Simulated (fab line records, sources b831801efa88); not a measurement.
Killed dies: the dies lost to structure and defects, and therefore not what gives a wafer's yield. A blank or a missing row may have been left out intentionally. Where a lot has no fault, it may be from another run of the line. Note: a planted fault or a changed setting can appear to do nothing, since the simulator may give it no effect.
The tool behind it: which one? + flow sky130 + 14 lots with 42 wafers sampled at 2 steps, on a route of 708 steps

## WHAT EACH GAUGE READ, for each wafer
SKY_LDD_LDN_TW_MEAS_13.
| lot  | measured     | on            | LDD_LDN_TW     |
|------|--------------|---------------|----------------|
| L239 | day 23 00:24 | film metro-02 | 1465 1460 1472 |
| L240 | day 23 19:20 | film metro-01 | 1456 1461 1462 |
| L241 | day 24 11:53 | film metro-03 | 1468 1467 1478 |
| L243 | day 24 19:56 | film metro-03 | 1459 1468 1470 |
| L246 | day 25 11:30 | film metro-02 | 1465 1465 1467 |
| L245 | day 25 12:05 | film metro-02 | 1463 1473 1469 |
| L247 | day 26 00:34 | film metro-03 | 1454 1463 1462 |
| L250 | day 28 09:15 | film metro-02 | 1468 1466 1460 |
| L252 | day 28 09:50 | film metro-01 | 1533 1521 1525 |
| L253 | day 28 10:50 | film metro-01 | 1471 1462 1467 |
| L255 | day 28 16:47 | film metro-01 | 1523 1523 1527 |
| L260 | day 30 06:02 | film metro-03 | 1481 1477 1480 |
| L259 | day 30 07:26 | film metro-03 | 1481 1484 1473 |
| L262 | day 31 00:16 | film metro-03 | 1461 1468 1459 |

## WHICH TOOL RAN EACH LOT (tool, then ch and the chambers of the sampled wafers, then the start)
| lot  | SKY_LDD_LDN_IMPLANT_08          |
|------|---------------------------------|
| L239 | implanter-03 ch 0, day 22 23:44 |
| L240 | implanter-04 ch 0, day 23 18:38 |
| L241 | implanter-04 ch 0, day 24 11:11 |
| L243 | implanter-04 ch 0, day 24 19:16 |
| L246 | implanter-03 ch 0, day 25 10:50 |
| L245 | implanter-03 ch 0, day 25 11:25 |
| L247 | implanter-03 ch 0, day 25 23:55 |
| L250 | implanter-03 ch 0, day 28 08:35 |
| L252 | implanter-04 ch 0, day 28 09:08 |
| L253 | implanter-01 ch 0, day 28 10:08 |
| L255 | implanter-04 ch 0, day 28 16:05 |
| L260 | implanter-03 ch 0, day 30 05:20 |
| L259 | implanter-03 ch 0, day 30 06:44 |
| L262 | implanter-01 ch 0, day 30 23:36 |
- SKY_LDD_LDN_IMPLANT_08

## AS READ BY THE TOOLS THEMSELVES (means over the sampled wafers that have a number; for cases with no such wafer, the mark the record gives instead)
SKY_LDD_LDN_IMPLANT_08.
| lot  | tool         | beam on s (s) | dose ions cm2 | faraday current uA |
|------|--------------|---------------|---------------|--------------------|
| L239 | implanter-03 | 10.02         | 1.2502e+13    | 70.3               |
| L240 | implanter-04 | 10.07         | 1.2502e+13    | 69.9               |
| L241 | implanter-04 | 10.08         | 1.2487e+13    | 69.9               |
| L243 | implanter-04 | 10.01         | 1.2505e+13    | 70.7               |
| L246 | implanter-03 | 10.09         | 1.2501e+13    | 69.8               |
| L245 | implanter-03 | 9.91          | 1.2492e+13    | 71.1               |
| L247 | implanter-03 | 10.06         | 1.2499e+13    | 70.0               |
| L250 | implanter-03 | 9.77          | 1.2515e+13    | 72.1               |
| L252 | implanter-04 | 9.91          | 1.9179e+13    | 109.4              |
| L253 | implanter-01 | 9.92          | 1.2520e+13    | 71.0               |
| L255 | implanter-04 | 9.98          | 1.9180e+13    | 108.5              |
| L260 | implanter-03 | 10.11         | 1.2498e+13    | 69.8               |
| L259 | implanter-03 | 9.96          | 1.2501e+13    | 70.8               |
| L262 | implanter-01 | 9.89          | 1.2495e+13    | 71.1               |

## THE ANSWER, worked out from the rows above alone
Rule: what is usual is taken from the lots themselves. The widest of any qualifying gaps counts: lots, ordered by their means at a reading, are off when they make up no more than a third of the lots, leave a main group of 4 or more, and stand apart from it by 3 or more times the standard deviation of that group's means. A main group whose means are all the same, to the digits that the tables above print for the reading, isn't used. Also off: a lot with no number at a reading for which 4 or more lots have one. Where the step has rows for the other lots, those lots are counted as sound. After the gauges, taken in route order, come the tools' own readings; for these a lot's mean is taken, as printed above. The first step at which some lot is off is used, and at that step the reading that is off furthest; a lot without a number counts as furthest.
Off: L252, L255, seen at SKY_LDD_LDN_TW_MEAS_13 (LDD_LDN_TW). The main group has a mean of 1467 with a standard deviation of 6.2.
A tool fits if, at a process step before that reading, it ran every lot that is off, and no sound lot after the first of them. Not tried: the gauges at SKY_LDD_LDN_TW_MEAS_13; whatever is off there is also off at SKY_LDD_LDN_IMPLANT_08, on other tools, and gauge error can't account for it. One fits: implanter-04 at SKY_LDD_LDN_IMPLANT_08. Its last sound lot is L243 (day 24 19:16), its first lot that is off L252 (day 28 09:08): a fault that began between those two fits.
The tool's own readings at SKY_LDD_LDN_IMPLANT_08 bear it out: on the lots that are off they differ by more than 5 times the standard deviation of the sound lots' means. dose ions cm2 reads 1.9180e+13 there against 1.2501e+13 on the sound lots; faraday current uA reads 109.0 there against 70.5 on the sound lots.

## WHAT THE SIMULATOR HAD INSERTED
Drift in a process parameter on implanter-04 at SKY_LDD_LDN_IMPLANT_08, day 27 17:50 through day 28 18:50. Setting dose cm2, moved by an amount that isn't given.
Lots struck among those shown: L252, L255. The rule above found the same.
